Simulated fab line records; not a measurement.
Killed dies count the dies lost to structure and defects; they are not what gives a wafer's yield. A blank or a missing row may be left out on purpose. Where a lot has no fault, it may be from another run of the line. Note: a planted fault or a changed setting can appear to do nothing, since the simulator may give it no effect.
What tool caused it? + flow sky130 + 18 wafers sampled from 6 lots at 1 step of a route of 708

WHAT EACH GAUGE READ, for each wafer
SKY_METAL3_CD_MEAS_13: target cd 300 nm.
| lot  | measured     | on        | cd nm (nm)        |
|------|--------------|-----------|-------------------|
| L190 | day 38 21:59 | cd sem-01 | 300.7 301.0 300.5 |
| L194 | day 39 21:52 | cd sem-02 | 301.0 299.7 300.2 |
| L205 | day 43 13:46 | cd sem-02 | 300.4 300.4 300.0 |
| L207 | day 43 23:05 | cd sem-02 | 301.3 300.5 300.4 |
| L210 | day 44 09:28 | cd sem-02 | 300.8 300.7 300.8 |
| L212 | day 44 20:19 | cd sem-01 | 298.1 302.0 299.1 |

TOOL THAT RAN EACH LOT (tool first, then ch and the chambers of the sampled wafers, then the start)
The record holds no process step before these readings.

THE ANSWER, worked out from the rows above alone
Rule: the lots themselves supply what counts as usual. Put in order of their means at a reading, lots are off if they are a third of the lots or fewer, leave a main group of 4 or more, and stand apart from it by a gap of 3 or more times the standard deviation of the main group's means; of several such gaps the widest counts. Not used: any main group whose means are identical at the precision the tables above print for the reading. A lot without any number at a reading at which 4 lots or more have one is off too. Any other lot the step has rows for is counted as sound.
Nothing can be told from this: no lot is off at any reading shown.

WHAT HAD BEEN PUT IN BY THE SIMULATOR
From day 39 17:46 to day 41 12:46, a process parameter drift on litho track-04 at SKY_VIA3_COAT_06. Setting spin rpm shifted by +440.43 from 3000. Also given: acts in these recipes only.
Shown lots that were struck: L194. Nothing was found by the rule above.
